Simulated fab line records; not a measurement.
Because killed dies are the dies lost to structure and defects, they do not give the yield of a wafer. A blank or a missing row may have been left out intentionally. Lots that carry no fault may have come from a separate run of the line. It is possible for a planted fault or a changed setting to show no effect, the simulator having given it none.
Comparing a struck lot with a sound one + flow sky130 + 26 out of 708 route steps
Sound: these wafers, L832.3, L832.4, L832.6. Wafers struck: L843.1, L843.3, L843.6. The cause is given at the end.
Each step with rows lists, per side, the tool, then ch with its chambers, then its first start. Under that, the readings that differ: sound wafers + struck wafers + difference of the means + sigmas: that difference in standard deviations of wafers without a fault.
alike: same words and numbers on both sides, and readings whose means sit less than 2 such deviations apart. not compared: any withheld reading, any reading some wafer has no value for, any bound like >300 that may hide the same value, and any number with overlapping values for which the record gives no deviation.
Wherever a step has rows on one side only, a row that says differs or no value, or a row with sigmas, the two part there. Non-overlapping numbers with no deviation appear without sigmas and do not part them. A reading missing from all wafers of one side parts the sides only when that side holds two or more wafers.

first, 6 steps without rows for these wafers: SKY_SD_N_IMPLANT_10; SKY_SD_N_STRIP_11 (strips in O2/N2); SKY_SD_N_CLEAN_13 (cleans in SC1/SC2, time 150 s); SKY_SD_N_RTA_14 (time 2 s); SKY_SALICIDE_CLEAN_00 (cleans in HF-last, time 30 s); SKY_LI_CONTACT_HDPCVD_00 (deposits PSG, target thk 930 nm, time 155 s).
SKY_LI_CONTACT_CMP_02: polishes PSG.
  sound on cmp-02 ch 0,3, day 28 20:55; struck on cmp-02 ch 2,3, day 32 15:58
  no value came back on the struck wafers for edge_zone_pressure_frac, head_pressure_psi (psi), motor_current_A (A), time_to_endpoint_s (s); on the sound wafers edge_zone_pressure_frac reads 0.998 0.995 1.002
| reading                                       | sound             | struck            | difference | sigmas |
|-----------------------------------------------|-------------------|-------------------|------------|--------|
| model.PSG_of_LI_CONTACT_HDPCVD_00.thk_nm (nm) | 597.6 597.3 597.2 | 928.7 920.1 931.2 | +329.3     |        |
SKY_LI_CONTACT_BOW_MEAS_03:
  struck on film_metro-01, day 32 16:13; sound on film_metro-03, day 28 21:13
| reading             | sound    | struck   | difference | sigmas |
|---------------------|----------|----------|------------|--------|
| LI_CONTACT_BOW (um) | 51 47 51 | 72 71 71 | +22        | +4     |
then, 9 steps without rows for these wafers: SKY_LI_CONTACT_DEHYDRATE_04 (time 60 s); SKY_LI_CONTACT_HMDS_05 (prime time 60 s); SKY_LI_CONTACT_COAT_06 (resist thk 60 nm); SKY_LI_CONTACT_COAT_07 (resist thk 450 nm); SKY_LI_CONTACT_SOFTBAKE_08 (time 90 s); SKY_LI_CONTACT_EXPOSE_09 (exposes mask LICM1, target cd 170 nm); SKY_LI_CONTACT_PEB_10; SKY_LI_CONTACT_DEVELOP_11 (develop time 60 s); SKY_LI_CONTACT_ETCH_14 (etches BARC in N2/H2, stops on SiO2, time 45.9 s, target depth 60 nm).
SKY_LI_CONTACT_ETCH_15: etches PSG in C4F8/O2/Ar, stops on Si, target depth 600 nm.
  sound on rie_diel-03 ch 1,3, day 30 01:02; struck on rie_diel-04 ch 0,2,3, day 33 19:11
| reading                                | sound             | struck            | difference | sigmas      |
|----------------------------------------|-------------------|-------------------|------------|-------------|
| oes_product_au (a.u.)                  | 0.832 0.834 0.833 | 1.650 1.630 1.621 | +0.801     | +99 or more |
| model.LI_CONTACT.feature_depth_nm (nm) | 597.6 597.3 597.2 | 826.1 812.1 801.1 | +215.7     |             |
| model.etch.depth_nm (nm)               | 597.6 597.3 597.2 | 826.1 812.1 801.1 | +215.7     |             |
then, 6 steps without rows for these wafers: SKY_LI_CONTACT_STRIP_16 (strips in O2/N2); SKY_LI_CONTACT_CLEAN_17 (cleans in NMP, time 600 s); SKY_LI_CONTACT_PRE_CLEAN_18 (time 5.6 s); SKY_LI_CONTACT_SPUTTER_19 (material Ti, target thk 20 nm, time 106.37 s); SKY_LI_CONTACT_SPUTTER_20 (material TiN, target thk 20 nm, time 80 s); SKY_LI_CONTACT_CVD_21 (deposits W, target thk 400 nm, time 120.56 s).
SKY_LI_CONTACT_CMP_24: polishes, stops on PSG, t overpolish 20 s, target thk 0 nm.
  sound on cmp-02 ch 0,2,3, day 30 01:53; struck on cmp-01 ch 0,2, day 33 20:01
| reading                                       | sound             | struck            | difference | sigmas |
|-----------------------------------------------|-------------------|-------------------|------------|--------|
| model.PSG_of_LI_CONTACT_HDPCVD_00.thk_nm (nm) | 588.2 587.8 587.8 | 919.3 910.6 921.8 | +329.3     |        |
  alike: edge_zone_pressure_frac, head_pressure_psi, motor_current_A
-- here the record skips 15 days between the struck wafers' starts before and after, leaving off in module LI_CONTACT and picking up in module PAD_OPEN (first step shown: number 708 of the route) --
SKY_PAD_OPEN_PROBE_99:
  struck on prober-01, day 49 04:42; sound on prober-02, day 46 11:46
| reading            | sound    | struck      | difference | sigmas |
|--------------------|----------|-------------|------------|--------|
| killed_at_M4_up    | 0 3 1    | 8 8 5       | +6         | +3     |
| killed_at_contacts | 31 29 22 | 429 430 425 | +401       | +79    |
| killed_dies        | 86 92 83 | 492 492 492 | +405       | +41    |
| killed_on_rim      | 11 16 15 | 96 96 96    | +82        | +20    |
  alike: killed_at_M0_to_M3, killed_at_front_end, killed_at_other, killed_open, killed_short

== WHERE THEY PART ==
Last at SKY_PAD_OPEN_PROBE_99 as far as this record goes, first at SKY_LI_CONTACT_CMP_02.

WHY: the cause the simulator had injected
Step skipped in full: cmp-02, at SKY_LI_CONTACT_CMP_02, from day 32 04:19 onward. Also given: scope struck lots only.
